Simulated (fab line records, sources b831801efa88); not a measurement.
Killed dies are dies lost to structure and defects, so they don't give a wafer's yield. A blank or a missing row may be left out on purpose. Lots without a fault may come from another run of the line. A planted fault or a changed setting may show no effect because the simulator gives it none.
fab line records | flow gf180mcu
record lots=13 wafers=39 last_day=34
route steps=602 shown HV_LDD@185 V2@405 M3@423
lots that met no fault: from a run of the same line without faults
start_h: hours from the record's first day to the start of the lot's first wafer shown | wait_h: hours since the lot's step before | " the same as in the row above | L1.1+2: a row that stands for several wafers | - no value, or no start given | * or withheld: withheld | < > ~ a bound
route shown NAME@n: a module of which the file shows steps, and the number in the route of the first | usual: mean/standard deviation of fault-free wafers | same: alike in all rows | chamber/n: place in a boat | sites: the reading at each site | _std_site: their standard deviation | _edge_site: outer sites' mean less inner sites' | radius_mm: how far each site lies from the wafer's centre | mask NAME#n: copy n | behind: the tool/chamber that last shaped the wafer | hold: why the lot was held/for how many hours/how that ended | device: the transistor (n, p or np) that didn't switch | end of line: the same wafers' tests at the end of the route | a step without rows: its recipe alone | killed: dies lost to structure and defects at the first sort, not the wafer's yield | map: a wafer's dies, x killed, . not, _ none there
set.NAME: the setting as run; set.NAME@STEP: as run at that earlier step | model.NAME: the simulator's own value behind a step, which no gauge read
steps of the route over a sample of lots; a table a step, a row a wafer
services: from which hour (start_h, from the record's first day; less than 0 if before it) a tool's chamber was out of use, for how many hours, and why
## steps
# step GF_HV_LDD_IMPLANT_09
# recipe species=As energy_kev=39.43 dose_cm2=1e+14 tilt_deg=7
# usual dose_ions_cm2=1.0003e+14/1.1e+11 faraday_current_uA=564/11
# columns lot.wafer tool chamber start_h wait_h dose_ions_cm2 faraday_current_uA
L428.1 implanter-01 0 216.00 0.0 9.999e+13 585
L428.2 " 0 " " 9.995e+13 557
L428.5 " 0 " " 9.995e+13 547
L429.1 implanter-03 0 224.42 0.0 1.0001e+14 564
L429.4 " 0 " " 9.985e+13 564
L429.6 " 0 " " 9.99e+13 562
L430.1 implanter-03 0 232.87 0.0 1.0002e+14 557
L430.3 " 0 " " 1.0018e+14 557
L430.6 " 0 " " 1.0005e+14 576
L431.1 implanter-03 0 238.80 0.0 9.999e+13 543
L431.3 " 0 " " 1.0008e+14 563
L431.5 " 0 " " 9.997e+13 578
L432.2 implanter-01 0 245.85 0.0 1.0001e+14 558
L432.3 " 0 " " 9.993e+13 590
L432.5 " 0 " " 1.0019e+14 568
L433.1 implanter-01 0 252.07 0.0 1.0014e+14 571
L433.3 " 0 " " 1.001e+14 562
L433.6 " 0 " " 1.0014e+14 551
L435.2 implanter-01 0 277.51 0.0 9.02e+13 519
L435.3 " 0 " " 9.013e+13 513
L435.4 " 0 " " 8.999e+13 511
L439.2 implanter-01 0 296.65 0.0 9.008e+13 519
L439.5 " 0 " " 9.004e+13 504
L439.6 " 0 " " 9.011e+13 512
L445.1 implanter-03 0 345.45 0.0 1.0003e+14 534
L445.3 " 0 " " 1.0001e+14 552
L445.4 " 0 " " 9.996e+13 567
L446.2 implanter-04 0 348.72 0.0 1.001e+14 575
L446.5 " 0 " " 1.0024e+14 562
L446.6 " 0 " " 1.0011e+14 567
L447.1 implanter-03 0 359.67 0.0 9.993e+13 574
L447.5 " 0 " " 9.991e+13 576
L447.6 " 0 " " 9.999e+13 547
L449.1 implanter-04 0 373.77 0.0 1.0005e+14 547
L449.2 " 0 " " 1.0023e+14 559
L449.6 " 0 " " 1.0014e+14 558
L450.3 implanter-04 0 382.57 0.1 1.0016e+14 567
L450.4 " 0 " " 1.0009e+14 570
L450.5 " 0 " " 1.0018e+14 570
# step GF_HV_LDD_TW_MEAS_11
# usual HV_LDD_TW=2398/20
# columns lot.wafer tool chamber start_h wait_h HV_LDD_TW
L428.1 film_metro-01 - 216.25 0.1 2374
L428.2 " - " " 2382
L428.5 " - " " 2370
L429.1 film_metro-03 - 224.67 0.1 2414
L429.4 " - " " 2431
L429.6 " - " " 2404
L430.1 film_metro-03 - 233.12 0.1 2407
L430.3 " - " " 2414
L430.6 " - " " 2408
L431.1 film_metro-01 - 239.09 0.1 2388
L431.3 " - " " 2381
L431.5 " - " " 2379
L432.2 film_metro-01 - 246.08 0.1 2381
L432.3 " - " " 2386
L432.5 " - " " 2378
L433.1 film_metro-03 - 252.32 0.1 2426
L433.3 " - " " 2438
L433.6 " - " " 2436
L435.2 film_metro-01 - 277.95 0.3 2312
L435.3 " - " " 2329
L435.4 " - " " 2319
L439.2 film_metro-01 - 296.88 0.1 2312
L439.5 " - " " 2300
L439.6 " - " " 2319
L445.1 film_metro-01 - 345.70 0.1 2381
L445.3 " - " " 2363
L445.4 " - " " 2374
L446.2 film_metro-01 - 348.96 0.1 2365
L446.5 " - " " 2384
L446.6 " - " " 2374
L447.1 film_metro-01 - 359.92 0.1 2376
L447.5 " - " " 2373
L447.6 " - " " 2379
L449.1 film_metro-01 - 374.02 0.1 2399
L449.2 " - " " 2401
L449.6 " - " " 2408
L450.3 film_metro-03 - 382.81 0.1 2402
L450.4 " - " " 2409
L450.5 " - " " 2398
# step GF_HV_LDD_RS_MEAS_53
# recipe thk_meas_gauge=four-point-probe
# usual HV_LDD_RS=418.0/1
# columns lot.wafer tool chamber start_h wait_h HV_LDD_RS[ohm/sq]
L428.1 film_metro-01 - 273.61 0.1 417.9
L428.2 " - " " 417.7
L428.5 " - " " 417.8
L429.1 film_metro-01 - 283.68 0.1 417.6
L429.4 " - " " 417.2
L429.6 " - " " 417.8
L430.1 film_metro-01 - 291.75 0.1 418.1
L430.3 " - " " 417.5
L430.6 " - " " 417.5
L431.1 film_metro-01 - 298.53 0.1 419.2
L431.3 " - " " 418.2
L431.5 " - " " 418.5
L432.2 film_metro-03 - 305.60 0.1 419.9
L432.3 " - " " 418.8
L432.5 " - " " 419.8
L433.1 film_metro-01 - 313.56 0.1 419.0
L433.3 " - " " 417.5
L433.6 " - " " 418.4
L435.2 film_metro-03 - 341.17 0.1 437.0
L435.3 " - " " 437.4
L435.4 " - " " 437.5
L439.2 film_metro-03 - 361.72 0.1 438.5
L439.5 " - " " 438.4
L439.6 " - " " 438.3
L445.1 film_metro-03 - 414.41 0.1 418.9
L445.3 " - " " 417.0
L445.4 " - " " 418.8
L446.2 film_metro-03 - 417.36 0.1 417.5
L446.5 " - " " 418.1
L446.6 " - " " 418.4
L447.1 film_metro-04 - 429.71 0.1 419.6
L447.5 " - " " 420.1
L447.6 " - " " 419.2
L449.1 film_metro-03 - 445.15 0.1 416.9
L449.2 " - " " 417.9
L449.6 " - " " 418.0
L450.3 film_metro-01 - 455.34 0.1 416.1
L450.4 " - " " 416.1
L450.5 " - " " 417.1
# step GF_V2_CVD_23
# recipe material=W target_thk_nm=350 time_s=104.94 temp_c=400 pressure_torr=40
# usual heater_power_w=795/85
# columns lot.wafer tool chamber start_h wait_h heater_power_w
L428.1 cvd_w-02 1 467.01 0.0 641
L428.2 " 0 " " 811
L428.5 " 0 " " 817
L429.1 cvd_w-01 0 474.08 0.0 827
L429.4 " 0 " " 854
L429.6 " 0 " " 832
L430.1 cvd_w-02 0 486.19 0.0 794
L430.3 " 0 " " 814
L430.6 " 0 " " 819
L431.1 cvd_w-01 1 494.28 0.0 866
L431.3 " 1 " " 869
L431.5 " 0 " " 825
L432.2 cvd_w-02 1 501.72 0.0 649
L432.3 " 1 " " 642
L432.5 " 1 " " 641
L433.1 cvd_w-02 1 510.63 0.0 651
L433.3 " 0 " " 790
L433.6 " 1 " " 645
L435.2 cvd_w-02 1 539.49 0.0 635
L435.3 " 0 " " 804
L435.4 " 1 " " 652
L439.2 cvd_w-01 0 560.69 0.0 842
L439.5 " 1 " " 864
L439.6 " 0 " " 831
L445.1 cvd_w-01 0 611.77 0.0 852
L445.3 " 1 " " 864
L445.4 " 0 " " 841
L446.2 cvd_w-01 0 613.09 0.0 842
L446.5 " 1 " " 872
L446.6 " 0 " " 849
L447.1 cvd_w-01 0 622.86 0.0 855
L447.5 " 0 " " 840
L447.6 " 1 " " 867
L449.1 cvd_w-02 1 637.73 0.0 636
L449.2 " 0 " " 824
L449.6 " 1 " " 648
L450.3 cvd_w-02 1 645.95 0.1 637
L450.4 " 0 " " 794
L450.5 " 0 " " 814
# step GF_V2_THK_MEAS_25
# recipe thk_meas_gauge=xrf reads=W_of_V2_CVD_23
# usual V2_W_THK=356/6.4
# columns lot.wafer tool chamber start_h wait_h V2_W_THK[nm]
L428.1 film_metro-04 - 467.24 0.1 353
L428.2 " - " " 362
L428.5 " - " " 362
L429.1 film_metro-03 - 474.31 0.1 373
L429.4 " - " " 369
L429.6 " - " " 370
L430.1 film_metro-01 - 486.42 0.1 360
L430.3 " - " " 364
L430.6 " - " " 358
L431.1 film_metro-01 - 494.51 0.1 358
L431.3 " - " " 357
L431.5 " - " " 365
L432.2 film_metro-01 - 501.96 0.1 351
L432.3 " - " " 351
L432.5 " - " " 356
L433.1 film_metro-04 - 510.86 0.1 351
L433.3 " - " " 358
L433.6 " - " " 352
L435.2 film_metro-03 - 539.73 0.1 347
L435.3 " - " " 361
L435.4 " - " " 349
L439.2 film_metro-03 - 560.93 0.1 358
L439.5 " - " " 343
L439.6 " - " " 354
L445.1 film_metro-03 - 612.00 0.1 356
L445.3 " - " " 354
L445.4 " - " " 362
L446.2 film_metro-01 - 613.33 0.1 363
L446.5 " - " " 358
L446.6 " - " " 364
L447.1 film_metro-04 - 623.09 0.1 364
L447.5 " - " " 361
L447.6 " - " " 353
L449.1 film_metro-04 - 637.96 0.1 351
L449.2 " - " " 360
L449.6 " - " " 349
L450.3 film_metro-04 - 646.16 0.1 355
L450.4 " - " " 358
L450.5 " - " " 358
# step GF_M3_CD_MEAS_14
# recipe target_cd_nm=280
# usual cd_nm=279.9/1.5
# columns lot.wafer tool chamber start_h wait_h cd_nm
L428.1 cd_sem-02 - 492.22 0.1 280.2
L428.2 " - " " 279.8
L428.5 " - " " 279.7
L429.1 cd_sem-01 - 498.52 0.1 279.6
L429.4 " - " " 279.6
L429.6 " - " " 280.2
L430.1 cd_sem-02 - 510.37 0.1 278.1
L430.3 " - " " 278.0
L430.6 " - " " 277.5
L431.1 cd_sem-02 - 518.67 0.1 281.3
L431.3 " - " " 281.7
L431.5 " - " " 281.5
L432.2 cd_sem-01 - 525.74 0.1 277.1
L432.3 " - " " 277.7
L432.5 " - " " 278.4
L433.1 cd_sem-01 - 534.67 0.1 281.1
L433.3 " - " " 280.1
L433.6 " - " " 280.4
L435.2 cd_sem-01 - 563.04 0.1 280.8
L435.3 " - " " 281.9
L435.4 " - " " 281.3
L439.2 cd_sem-02 - 583.46 0.1 276.8
L439.5 " - " " 277.5
L439.6 " - " " 278.6
L445.1 cd_sem-02 - 632.87 0.1 281.0
L445.3 " - " " 281.0
L445.4 " - " " 280.4
L446.2 cd_sem-01 - 634.33 0.2 280.5
L446.5 " - " " 281.3
L446.6 " - " " 283.0
L447.1 cd_sem-01 - 643.77 0.1 281.1
L447.5 " - " " 280.8
L447.6 " - " " 279.4
L449.1 cd_sem-02 - 658.22 0.1 280.9
L449.2 " - " " 282.2
L449.6 " - " " 281.5
L450.3 cd_sem-01 - 665.83 0.1 279.8
L450.4 " - " " 279.2
L450.5 " - " " 279.8
## services
# columns tool chamber start_h hours kind
implanter-03 - 193.77 0.7 repair
cvd_w-02 0 221.11 8.0 repair
implanter-01 - 240.32 3.6 repair
cvd_w-02 0 267.84 9.7 repair
implanter-03 - 269.16 44.1 repair
implanter-01 - 281.76 5.6 pm
implanter-03 - 295.48 9.5 repair
implanter-03 - 328.87 1.4 repair
cvd_w-01 - 347.66 0.3 repair
cvd_w-01 - 362.13 2.8 pm
implanter-03 - 364.85 3.9 pm
implanter-03 - 372.34 3.9 repair
implanter-03 - 382.29 2.3 repair
cvd_w-02 - 390.00 14.0 pm
cvd_w-01 0 410.66 18.4 repair
cvd_w-02 1 441.61 5.0 repair
cvd_w-02 0 442.95 15.1 repair
implanter-01 - 459.21 14.9 pm
cvd_w-01 - 523.55 1.5 repair
implanter-01 - 531.43 4.3 pm
cvd_w-01 - 536.95 0.6 repair
implanter-01 - 543.58 3.4 repair
cvd_w-01 0 613.47 3.4 repair
cvd_w-02 - 625.57 6.0 pm
## key
first_sign step=GF_HV_LDD_IMPLANT_09 reading=dose_ions_cm2 direction=down sigmas=92 usual=1.0003e+14 struck=9.009e+13
effect step=GF_HV_LDD_IMPLANT_09 reading=faraday_current_uA direction=down sigmas=4.8 usual=564 struck=513
effect step=GF_HV_LDD_TW_MEAS_11 reading=HV_LDD_TW direction=down sigmas=4.1 usual=2398 struck=2315
effect step=GF_HV_LDD_RS_MEAS_53 reading=HV_LDD_RS direction=up sigmas=20 usual=418.0 struck=437.8
met_at GF_HV_LDD_IMPLANT_09
struck_lots L435,L439
tester_left_out L435,L439
not_acting_at GF_V2_CVD_23,GF_V2_THK_MEAS_25,GF_M3_CD_MEAS_14
onset_between 252.07 277.51
fault kind=process_parameter_drift tool=implanter-01 chamber=- onset_h=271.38 steps=GF_HV_LDD_IMPLANT_09 channel=dose_cm2 offset=-9.9532e+12 shape=step end_h=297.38 acts_in=these_recipes_only stated=1e+14
# tester_left_out: of these lots the tester's yield and bins aren't shown, on N5 and GAA mostly nor the transistor test; their killed dies are dies lost to structure and defects alone, not to doping, threshold or leakage, so they don't give the yield
